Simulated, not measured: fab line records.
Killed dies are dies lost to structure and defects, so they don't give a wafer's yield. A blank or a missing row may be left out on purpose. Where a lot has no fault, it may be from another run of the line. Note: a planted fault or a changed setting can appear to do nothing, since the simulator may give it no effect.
The tool behind it: which one? / flow sky130 / at 1 step of a route of 708, 12 lots with 36 wafers sampled

## WHAT THE GAUGES READ, wafer by wafer
SKY_METAL2_RS_MEAS_05: measures by four-point-probe.
lot=L075; measured=day 34 12:55; on=filmMetro-02; METAL2_ALCU_RS (ohm/sq)=0.1271 0.1309 0.1271
lot=L077; measured=day 35 06:58; on=filmMetro-02; METAL2_ALCU_RS (ohm/sq)=0.1265 0.1277 0.1292
lot=L079; measured=day 35 20:51; on=filmMetro-02; METAL2_ALCU_RS (ohm/sq)=0.1309 0.1277 0.1300
lot=L081; measured=day 36 15:41; on=filmMetro-04; METAL2_ALCU_RS (ohm/sq)=0.1237 0.1262 0.1256
lot=L083; measured=day 36 22:06; on=filmMetro-02; METAL2_ALCU_RS (ohm/sq)=0.1217 0.1201 0.1225
lot=L085; measured=day 37 18:44; on=filmMetro-04; METAL2_ALCU_RS (ohm/sq)=0.1253 0.1292 0.1250
lot=L087; measured=day 38 14:16; on=filmMetro-01; METAL2_ALCU_RS (ohm/sq)=0.1288 0.1274 0.1287
lot=L089; measured=day 39 01:06; on=filmMetro-02; METAL2_ALCU_RS (ohm/sq)=0.1266 0.1282 0.1235
lot=L091; measured=day 39 13:32; on=filmMetro-02; METAL2_ALCU_RS (ohm/sq)=0.1285 0.1266 0.1298
lot=L093; measured=day 40 05:55; on=filmMetro-02; METAL2_ALCU_RS (ohm/sq)=0.1222 0.1237 0.1227
lot=L095; measured=day 40 13:39; on=filmMetro-04; METAL2_ALCU_RS (ohm/sq)=0.1254 0.1279 0.1274
lot=L097; measured=day 41 06:02; on=filmMetro-01; METAL2_ALCU_RS (ohm/sq)=0.1276 0.1262 0.1248

## WHAT TOOL EACH LOT RAN ON (gives the tool, then ch and the chambers of the sampled wafers, and finally the start)
No process step before these readings appears in the record.

## THE ANSWER, worked out from the rows above alone
Rule: usual is defined by the lots themselves. Put in order of their means at a reading, lots are off if they are a third of the lots or fewer, leave a main group of 4 or more, and stand apart from it by a gap of 3 or more times the standard deviation of the main group's means; of several such gaps the widest counts. A main group whose means are all the same, to the digits that the tables above print for the reading, isn't used. A lot without any number at a reading at which 4 lots or more have one is off too. Where the step has rows for the other lots, those lots are counted as sound.
None of the lots is off at any reading shown; this tells nothing.

## WHAT THE SIMULATOR PUT IN
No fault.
